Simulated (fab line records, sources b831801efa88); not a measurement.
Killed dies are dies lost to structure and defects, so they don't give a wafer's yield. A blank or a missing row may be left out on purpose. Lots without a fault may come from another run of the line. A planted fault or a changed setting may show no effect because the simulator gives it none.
Which tool did it? | flow sfq_line | 15 lots, 45 wafers sampled, at 1 step of a route of 325

WHAT THE GAUGES READ, wafer by wafer
The record holds no reading of a measuring or inspecting step that can be judged against a usual standard deviation.

WHICH TOOL RAN EACH LOT (tool, then ch and the chambers of the sampled wafers, then the start)
lot  | SFQ_TRILAYER_M2_BARC_OPEN_METAL_ETCH_077
L432 | rie_metal-04 ch 0,1, day 33 10:24
L433 | rie_metal-03 ch 0,1, day 33 17:48
L435 | rie_metal-04 ch 0,1, day 40 14:47
L436 | rie_metal-03 ch 0,1, day 41 09:38
L437 | rie_metal-02 ch 1, day 42 02:41
L438 | rie_metal-03 ch 0,1, day 42 16:49
L439 | rie_metal-04 ch 0,1, day 43 12:02
L440 | rie_metal-04 ch 0,1, day 43 19:14
L445 | rie_metal-04 ch 0,1, day 45 15:22
L448 | rie_metal-03 ch 0,1, day 47 13:55
L449 | rie_metal-03 ch 0,1, day 47 18:43
L450 | rie_metal-03 ch 0,1, day 47 21:05
L451 | rie_metal-02 ch 0,1, day 47 23:29
L453 | rie_metal-04 ch 0,1, day 48 13:20
L455 | rie_metal-04 ch 0,1, day 49 06:08
- SFQ_TRILAYER_M2_BARC_OPEN_METAL_ETCH_077: etches BARC in O2, target depth 125 nm, time 41.7 s.

WHAT THE TOOLS THEMSELVES READ (means of the sampled wafers that have a number; where no wafer has one, the mark that the record gives instead)
SFQ_TRILAYER_M2_BARC_OPEN_METAL_ETCH_077.
lot  | tool         | chamber_pressure_mTorr (mTorr) | drypump_motor_current_A (A) | oes_product_au (a.u.) | rf_fwd_power_W (W)
L432 | rie_metal-04 | 10.003                         | 6.0                         | 0.684                 | 592
L433 | rie_metal-03 | 9.999                          | 5.3                         | 0.679                 | 589
L435 | rie_metal-04 | 10.000                         | 5.8                         | 0.687                 | 594
L436 | rie_metal-03 | 10.000                         | 5.3                         | 0.685                 | 591
L437 | rie_metal-02 | 10.007                         | 6.3                         | 0.691                 | 593
L438 | rie_metal-03 | 10.005                         | 5.3                         | 0.686                 | 590
L439 | rie_metal-04 | 10.004                         | 6.0                         | 0.690                 | 591
L440 | rie_metal-04 | 9.992                          | 5.8                         | 0.685                 | 593
L445 | rie_metal-04 | 9.994                          | 5.8                         | 0.687                 | 596
L448 | rie_metal-03 | 9.999                          | 5.3                         | 0.691                 | 620
L449 | rie_metal-03 | 10.005                         | 5.1                         | 0.678                 | 656
L450 | rie_metal-03 | 10.006                         | 5.3                         | 0.687                 | 622
L451 | rie_metal-02 | 9.997                          | 6.2                         | 0.683                 | 593
L453 | rie_metal-04 | 10.003                         | 5.8                         | 0.682                 | 595
L455 | rie_metal-04 | 9.997                          | 6.0                         | 0.686                 | 595

THE ANSWER, worked out from the rows above alone
Rule: what is usual is taken from the lots themselves. Put in order of their means at a reading, lots are off if they are a third of the lots or fewer, leave a main group of 4 or more, and stand apart from it by a gap of 3 or more times the standard deviation of the main group's means; of several such gaps the widest counts. A main group whose means are all the same, to the digits that the tables above print for the reading, isn't used. A lot without any number at a reading at which 4 lots or more have one is off too. The other lots that the step has rows for count as sound. The gauges are gone through in route order, then the tools' own readings, and for those a lot's mean is taken as printed above. The first step at which some lot is off is used, and at that step the reading that is off furthest; a lot without a number counts as furthest.
Off: L448, L449, L450, at SFQ_TRILAYER_M2_BARC_OPEN_METAL_ETCH_077 (rf_fwd_power_W). The main group: mean 593 W, standard deviation 2.1.
A tool fits if, at that step or a process step before it, it ran every lot that is off, and no sound lot after the first of them. One fits: rie_metal-03 at SFQ_TRILAYER_M2_BARC_OPEN_METAL_ETCH_077. Its last sound lot is L438 (day 42 16:49), its first lot that is off L448 (day 47 13:55): a fault that began between those two fits.
The tool's own readings at SFQ_TRILAYER_M2_BARC_OPEN_METAL_ETCH_077 bear it out: on the lots that are off they differ by more than 5 times the standard deviation of the sound lots' means. rf_fwd_power_W reads 633 W there against 593 W on the sound lots.

WHAT THE SIMULATOR HAD PUT IN
Process parameter drift: rie_metal-03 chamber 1, from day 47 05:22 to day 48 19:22, at SFQ_TRILAYER_M2_BARC_OPEN_METAL_ETCH_077. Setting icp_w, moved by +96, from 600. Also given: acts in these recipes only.
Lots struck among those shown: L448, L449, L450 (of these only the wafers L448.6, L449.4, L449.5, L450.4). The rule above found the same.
